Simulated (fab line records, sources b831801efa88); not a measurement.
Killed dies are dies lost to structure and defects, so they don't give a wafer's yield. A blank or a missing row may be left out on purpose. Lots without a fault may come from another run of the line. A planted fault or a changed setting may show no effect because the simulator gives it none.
Problem report in the 8D (eight disciplines) form, filled by code | flow sky130 | the parts of the form that need people (team, actions taken, sign-off) are left out

1. THE PROBLEM
oes_product_au at SKY_VIA2_ETCH_15 reads a mean of 0.881 a.u. on 3 wafers of 3 lots; wafers without a fault read 0.939 a.u. with a standard deviation of 0.0053. That is -11 standard deviations from the usual mean.
The step: etches SiO2 in C4F8/O2/Ar, stops on TiN, target depth 546 nm, time 84 s.
First seen on wafer L575.3, day 38 16:25, on rie_diel-04. The record holds 36 wafers of 12 lots with a number at this step. Rule for "out", or "out of limits": more than 4 standard deviations from the usual mean. The other wafers with a number count as sound.

2. WHAT IT IS AND WHAT IT IS NOT
question                    | is                       | is not
which readings at this step | oes_product_au           | chamber_pressure_mTorr
which lots                  | L575, L576, L577         | L569, L570, L571, L572, L573, L574, L586, L588, L590
which wafers of those lots  | L575.3, L576.3, L577.3   | L575.4, L575.6, L576.1, L576.4, L577.1, L577.5
read on which tools         | rie_diel-02, rie_diel-04 | rie_diel-03
when                        | from day 38 16:25        | up to then (20 sound wafers); but 13 sound wafers of L576, L577, L586, L588, L590 came after

3. SUSPECTS, AND WHAT RULES EACH OUT
Counting: a tool at a process step up to the reading stays a suspect if it ran every lot that is out. Sound lots after the first of them don't rule it out here, since some wafers of a struck lot are sound.
- cmp-01 at SKY_VIA2_CMP_02 (polishes SiO2): kept. It ran every lot that is out, first L575 (day 37 14:32); its last sound lot up to then is L574 (day 37 08:56).
- Within cmp-01 at SKY_VIA2_CMP_02: the wafers that are out ran in chamber 0; their sound lot-mates ran in chambers 1, 2, 3.
Left after counting: cmp-01 at SKY_VIA2_CMP_02.

4. THE CAUSE (what the simulator had put in)
Process parameter drift: cmp-01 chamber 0, from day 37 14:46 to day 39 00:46, at SKY_VIA2_CMP_02. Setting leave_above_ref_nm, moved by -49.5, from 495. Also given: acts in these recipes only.
Counting left only this tool.

5. THE CHAIN OF EFFECTS, in route order
Each row: a reading whose mean over the struck wafers that have a number lies more than 3 standard deviations from the usual. Only readings for which the record gives a usual standard deviation are gone through. hours: the time from each lot's start at the first step in this table that gives one to its start at this step, as a median over the lots. sigmas: the change in usual standard deviations.
hours | step             | reading        | usual      | on struck wafers | change | sigmas
0     | SKY_VIA2_ETCH_15 | oes_product_au | 0.939 a.u. | 0.881            | -0.058 | -11
The process steps in it:
- SKY_VIA2_ETCH_15: etches SiO2 in C4F8/O2/Ar, stops on TiN, target depth 546 nm, time 84 s.

6. WHAT WOULD HAVE CAUGHT IT SOONER
In this record the first reading out of limits was taken at day 38 16:25, 26 hours after the fault began at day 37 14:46.
Of the tool readings at SKY_VIA2_CMP_02 for which the record gives a usual standard deviation, none was out on any struck wafer, so an alarm limit of 4 standard deviations on them would not have fired.
All the lots that are out (3) had begun SKY_VIA2_CMP_02 on cmp-01 by day 38 16:25. A hold on the tool at that time would have spared none of them.
